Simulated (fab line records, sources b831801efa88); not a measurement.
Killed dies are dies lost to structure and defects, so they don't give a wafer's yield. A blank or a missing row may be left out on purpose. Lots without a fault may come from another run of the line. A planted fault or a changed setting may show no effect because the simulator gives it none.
A struck lot beside a sound one | flow sky130 | 16 steps out of a route of 708
Sound: wafers L582.1, L582.2, L582.6. Struck: wafers L593.1, L593.5, L593.6. The cause comes at the end.
At each step with rows: each side's tool, then ch and its chambers, then its first start. Under that, the readings that differ: sound wafers | struck wafers | difference of the means | sigmas: that difference in standard deviations of wafers without a fault.
alike: readings whose means differ by less than 2 such deviations, and words and numbers that are the same on both sides. not compared: withheld readings, readings that some wafer has no value for, bounds like >300 that may hide the same value, and numbers for which the record gives no deviation and whose values overlap.
The two part at a step that has a row with sigmas, a row that says differs or no value, or rows on one side only. Numbers that don't overlap but have no deviation are shown without sigmas and don't part them. A reading that every wafer of one side lacks parts them only if that side has two wafers or more.

SKY_VT_ADJUST_HVTR_OVL_MEAS_08:
  sound on overlay-02, day 10 19:08; struck on overlay-01, day 14 15:12
  alike: VT_ADJUST_HVTR_OVL
then, 1 step without rows for these wafers: SKY_VT_ADJUST_HVTR_IMPLANT_09.
SKY_VT_ADJUST_HVTR_STRIP_10: strips in O2/N2.
  sound on plasma_asher-04 ch 0,1, day 10 19:19; struck on plasma_asher-02 ch 0,1, day 14 15:23
  reading                     | sound       | struck      | difference | sigmas
  drypump_motor_current_A (A) | 5.7 5.2 5.2 | 6.3 6.3 6.5 | +1.0       | +2
  alike: oes_product_au, strip_time_to_endpoint_s
  not compared: rf_hours_counter_h
SKY_VT_ADJUST_HVTR_TW_MEAS_11:
  sound on film_metro-04, day 10 19:25; struck on film_metro-02, day 14 15:29
  reading           | sound             | struck            | difference | sigmas
  VT_ADJUST_HVTR_TW | 209.3 207.5 207.1 | 214.2 214.3 213.0 | +5.9       | +3
then, 7 steps without rows for these wafers: SKY_VT_ADJUST_PCH_DEHYDRATE_00 (time 60 s); SKY_VT_ADJUST_PCH_HMDS_01 (prime time 60 s); SKY_VT_ADJUST_PCH_COAT_02 (resist thk 3000 nm); SKY_VT_ADJUST_PCH_SOFTBAKE_03; SKY_VT_ADJUST_PCH_EXPOSE_04 (exposes mask NWM, target cd 840 nm); SKY_VT_ADJUST_PCH_PEB_05; SKY_VT_ADJUST_PCH_DEVELOP_06 (develop time 60 s).
SKY_VT_ADJUST_PCH_OVL_MEAS_07:
  sound on overlay-01, day 11 18:19; struck on overlay-01, day 15 18:31
  alike: VT_ADJUST_PCH_OVL
SKY_VT_ADJUST_PCH_IMPLANT_08:
  sound on implanter-01 ch 0, day 11 18:21; struck on implanter-03 ch 0, day 15 18:33
  reading                          | sound                      | struck                           | difference  | sigmas
  beam_on_s (s)                    | 10.18 9.91 10.17           | 12.47 11.99 12.66                | +2.29       | +10
  end_station_pressure_torr (Torr) | 4.67e-06 5.15e-06 4.91e-06 | 0.00011005 0.00010067 0.00010069 | +0.00009889 | +99 or more
  faraday_current_uA               | 2.78 2.83 2.78             | 2.28 2.38 2.24                   | -0.50       | -8
SKY_VT_ADJUST_PCH_STRIP_09: strips in O2/N2.
  sound on plasma_asher-03 ch 0,1, day 11 18:30; struck on plasma_asher-03 ch 0,1, day 15 18:42
  alike: drypump_motor_current_A, oes_product_au, strip_time_to_endpoint_s
  not compared: rf_hours_counter_h
SKY_VT_ADJUST_PCH_TW_MEAS_10:
  sound on film_metro-03, day 11 18:36; struck on film_metro-04, day 15 18:48
  reading          | sound             | struck            | difference | sigmas
  VT_ADJUST_PCH_TW | 144.2 144.1 144.4 | 148.5 148.5 147.2 | +3.8       | +2
  not compared: hold
then, 1 step without rows for these wafers: SKY_PAD_OPEN_PROBE_99.

WHERE THEY PART
First at SKY_VT_ADJUST_HVTR_STRIP_10; last, within this record, at SKY_VT_ADJUST_PCH_TW_MEAS_10.

WHY: what the simulator had put in
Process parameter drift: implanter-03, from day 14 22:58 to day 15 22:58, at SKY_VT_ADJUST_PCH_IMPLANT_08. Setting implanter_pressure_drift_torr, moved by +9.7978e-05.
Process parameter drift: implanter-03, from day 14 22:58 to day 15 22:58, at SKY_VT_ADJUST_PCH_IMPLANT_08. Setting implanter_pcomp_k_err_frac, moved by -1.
